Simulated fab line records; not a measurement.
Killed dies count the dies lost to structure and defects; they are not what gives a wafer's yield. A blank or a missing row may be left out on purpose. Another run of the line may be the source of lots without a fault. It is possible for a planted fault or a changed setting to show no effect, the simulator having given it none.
Chamber matching :: flow gf180mcu :: GF_CONTACT_CMP_27 on cmp-01: 4 sister chambers
The step polishes, stops on SiO2, t overpolish 15 s, target thk 0 nm. 4 wafers are shown with their chamber, then 7 later ones without.

WAFERS, EACH WITH ITS CHAMBER
wafer: L827.4
chamber: 3
motorCurrentA (A): 11.1

wafer: L827.5
chamber: 1
motorCurrentA (A): 9.5

wafer: L838.2
chamber: 2
motorCurrentA (A): 11.4

wafer: L838.4
chamber: 0
motorCurrentA (A): 8.8

WAFERS MISSING THEIR CHAMBER
wafer: L838.6
motorCurrentA (A): 9.1

wafer: L841.2
motorCurrentA (A): 9.6

wafer: L841.3
motorCurrentA (A): 10.8

wafer: L841.6
motorCurrentA (A): 11.9

wafer: L842.2
motorCurrentA (A): 11.0

wafer: L842.4
motorCurrentA (A): 9.2

wafer: L842.5
motorCurrentA (A): 9.0

THE CHAMBER EACH PASSED THROUGH
wafer: L838.6
from the rows above: can't be placed: 0 or 1
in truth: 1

wafer: L841.2
from the rows above: 1
in truth: 1

wafer: L841.3
from the rows above: can't be placed: 3 or 2
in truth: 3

wafer: L841.6
from the rows above: can't be placed: 2 or 3
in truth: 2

wafer: L842.2
from the rows above: can't be placed: 3 or 2
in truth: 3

wafer: L842.4
from the rows above: can't be placed: 1 or 0
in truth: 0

wafer: L842.5
from the rows above: can't be placed: 0 or 1
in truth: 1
Correct placement for 1 of the 7. Unplaceable from these rows: 6, with the true chamber sitting among the candidates in 6. Placed wrongly: 0.
How it was worked out, from the rows above alone: a wafer's distance from a chamber is the root of the sum, over the readings, of the square of ((its reading less the chamber's mean) divided by the reading's scatter). The wafer belongs to the nearest chamber; if the next one is less than 2 further off, it can't be placed. The mean given for a chamber averages the wafers shown for that chamber. The scatter: with one shown wafer a chamber, the root of the mean of the squares of how far each hidden wafer lies from its nearest shown one.
